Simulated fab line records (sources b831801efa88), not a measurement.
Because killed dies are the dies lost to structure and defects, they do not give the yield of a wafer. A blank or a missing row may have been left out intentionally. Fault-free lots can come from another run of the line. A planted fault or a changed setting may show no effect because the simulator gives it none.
Which tool did it? | flow gf180mcu | 6 lots with 18 wafers sampled at 3 steps, on a route of 602 steps

## WHAT EACH GAUGE READ, for each wafer
GF_V5_RS_MEAS_24: uses a four-point probe to measure.
lot  | measured     | on            | V5_W_RS (ohm/sq)
L813 | day 28 13:23 | film_metro-03 | 0.328 0.328 0.324
L815 | day 29 04:16 | film_metro-02 | 0.316 0.327 0.324
L817 | day 29 19:34 | film_metro-03 | 0.331 0.336 0.332
L823 | day 31 11:44 | film_metro-02 | 0.325 0.326 0.327
L828 | day 32 14:20 | film_metro-02 | 0.334 0.328 0.330
L830 | day 32 23:20 | film_metro-03 | 0.322 0.333 0.324

## WHICH TOOL RAN EACH LOT (tool, then ch and the chambers of the sampled wafers, then the start)
lot  | GF_V4_CMP_04                  | GF_V5_SPUTTER_22
L813 | cmp-01 ch 0,1,3, day 24 21:26 | pvd_sputter-01, day 28 13:10
L815 | cmp-01 ch 0,2,3, day 25 13:29 | pvd_sputter-03, day 29 04:07
L817 | cmp-01 ch 0,1,2, day 26 05:22 | pvd_sputter-02, day 29 19:25
L823 | cmp-01 ch 0,3, day 28 01:17   | pvd_sputter-02, day 31 11:34
L828 | cmp-01 ch 1,2,3, day 29 06:45 | pvd_sputter-01, day 32 14:07
L830 | cmp-01 ch 0,3, day 29 18:25   | pvd_sputter-03, day 32 23:08
- GF_V4_CMP_04: polishes SiO2.
- GF_V5_SPUTTER_22: material TiN, target thk 10 nm, time 40 s.

## THE ANSWER, worked out from the rows above alone
Rule: the lots themselves supply what counts as usual. Put in order of their means at a reading, lots are off if they are a third of the lots or fewer, leave a main group of 4 or more, and stand apart from it by a gap of 3 or more times the standard deviation of the main group's means; of several such gaps the widest counts. The tables above print the reading to a certain number of digits; a main group whose means all agree to those digits is not used. A lot without any number at a reading at which 4 lots or more have one is off too. Any other lot the step has rows for is counted as sound.
None of the lots is off at any reading shown; this tells nothing.

## WHAT THE SIMULATOR HAD INSERTED
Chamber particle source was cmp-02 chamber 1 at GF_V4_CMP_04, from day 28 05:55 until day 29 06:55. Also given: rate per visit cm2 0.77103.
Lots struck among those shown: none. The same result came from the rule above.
